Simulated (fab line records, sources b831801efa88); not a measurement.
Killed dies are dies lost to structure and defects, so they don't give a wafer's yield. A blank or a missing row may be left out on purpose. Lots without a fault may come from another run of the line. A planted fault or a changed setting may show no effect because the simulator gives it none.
Chamber matching | flow sky130 | SKY_VIA2_CMP_02 on cmp-01: 4 sister chambers
The step polishes SiO2. 4 wafers are shown with their chamber, then 12 later ones without.

WAFERS WITH THEIR CHAMBER
wafer  | chamber | motor_current_A (A)
L087.4 | 3       | 10.3
L088.1 | 1       | 11.4
L088.3 | 0       | 14.2
L088.6 | 2       | 10.4

WAFERS WITHOUT THEIR CHAMBER
wafer  | motor_current_A (A)
L089.2 | 13.8
L089.3 | 10.3
L089.5 | 14.6
L090.1 | 10.9
L090.3 | 10.7
L090.4 | 14.1
L093.1 | 10.6
L093.2 | 10.6
L093.3 | 11.2
L097.1 | 11.1
L097.2 | 13.6
L097.4 | 9.9

WHICH CHAMBER EACH WENT THROUGH
wafer  | from the rows above          | in truth
L089.2 | 0                            | 0
L089.3 | can't be placed: 3 or 2      | 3
L089.5 | 0                            | 0
L090.1 | can't be placed: 1 or 2 or 3 | 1
L090.3 | can't be placed: 2 or 3 or 1 | 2
L090.4 | 0                            | 0
L093.1 | can't be placed: 2 or 3 or 1 | 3
L093.2 | can't be placed: 2 or 3 or 1 | 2
L093.3 | can't be placed: 1 or 2      | 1
L097.1 | can't be placed: 1 or 2 or 3 | 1
L097.2 | 0                            | 0
L097.4 | can't be placed: 3 or 2      | 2
Placed correctly: 4 of 12. Can't be placed from these rows: 8 (the true chamber is among the candidates in 8). Placed wrongly: 0.
How it was worked out, from the rows above alone: a wafer's distance from a chamber is the root of the sum, over the readings, of the square of ((its reading less the chamber's mean) divided by the reading's scatter). The wafer belongs to the nearest chamber; if the next one is less than 2 further off, it can't be placed. A chamber's mean is the mean of its shown wafers. The scatter: with one shown wafer a chamber, the root of the mean of the squares of how far each hidden wafer lies from its nearest shown one.
